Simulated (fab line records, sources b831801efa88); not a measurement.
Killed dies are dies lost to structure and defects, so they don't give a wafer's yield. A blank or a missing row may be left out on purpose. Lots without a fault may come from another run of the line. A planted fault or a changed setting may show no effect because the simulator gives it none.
A struck lot beside a sound one | flow gf180mcu | 14 steps out of a route of 602
Sound: wafers L700.2, L700.5, L700.6. Struck: wafers L692.1, L692.2, L692.6. The cause comes at the end.
At each step with rows: each side's tool, then ch and its chambers, then its first start. Under that, the readings that differ: sound wafers | struck wafers | difference of the means | sigmas: that difference in standard deviations of wafers without a fault.
alike: readings whose means differ by less than 2 such deviations, and words and numbers that are the same on both sides. not compared: withheld readings, readings that some wafer has no value for, bounds like >300 that may hide the same value, and numbers for which the record gives no deviation and whose values overlap.
The two part at a step that has a row with sigmas, a row that says differs or no value, or rows on one side only. Numbers that don't overlap but have no deviation are shown without sigmas and don't part them. A reading that every wafer of one side lacks parts them only if that side has two wafers or more.

GF_VT_IMPLANT_RS_MEAS_47: measures by four-point-probe.
  sound on film_metro-01, day 10 22:07; struck on film_metro-01, day 8 07:53
  alike: NWELL_RS
GF_VT_IMPLANT_RS_MEAS_48: measures by four-point-probe.
  sound on film_metro-01, day 10 22:14; struck on film_metro-01, day 8 08:00
  alike: LVPWELL_RS
GF_VT_IMPLANT_RS_MEAS_49: measures by four-point-probe.
  sound on film_metro-01, day 10 22:21; struck on film_metro-01, day 8 08:07
  alike: MVPSD_RS
then, 4 steps without rows for these wafers: GF_VT_IMPLANT_WET_ETCH_50 (etches SiO2 in dHF, target depth 20 nm, time 400 s); GF_DUAL_GATE_CLEAN_00 (cleans in SC1/SC2, time 150 s); GF_DUAL_GATE_CLEAN_01 (cleans in dHF, time 20 s); GF_DUAL_GATE_OXIDATION_02 (stabilise 600 s, purge 300 s, target thk 10.887 nm).
GF_DUAL_GATE_THK_MEAS_03:
  sound on film_metro-02, day 11 00:09; struck on film_metro-04, day 8 09:58
  alike: DUAL_GATE_OXIDATION_00_THK
then, 4 steps without rows for these wafers: GF_DUAL_GATE_DEHYDRATE_04 (time 60 s); GF_DUAL_GATE_HMDS_05 (prime time 60 s); GF_DUAL_GATE_COAT_06 (resist thk 1000 nm); GF_DUAL_GATE_SOFTBAKE_07 (time 60 s).
GF_DUAL_GATE_EXPOSE_08: exposes mask Dualgate, target cd 700 nm.
  sound on iline_stepper-02 ch 0, day 11 09:34; struck on iline_stepper-02, day 8 18:09
  no value came back on the struck wafers for exposure_dose_mJ_cm2, focus_offset_nm (nm); on the sound wafers exposure_dose_mJ_cm2 reads 140.11 140.07 139.99
  alike: mask
then, 1 step without rows for these wafers: GF_DUAL_GATE_PEB_09.

WHERE THEY PART
Only at GF_DUAL_GATE_EXPOSE_08, within this record.

WHY: what the simulator had put in
Skipped step whole: iline_stepper-02, from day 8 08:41 on, at GF_DUAL_GATE_EXPOSE_08. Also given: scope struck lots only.
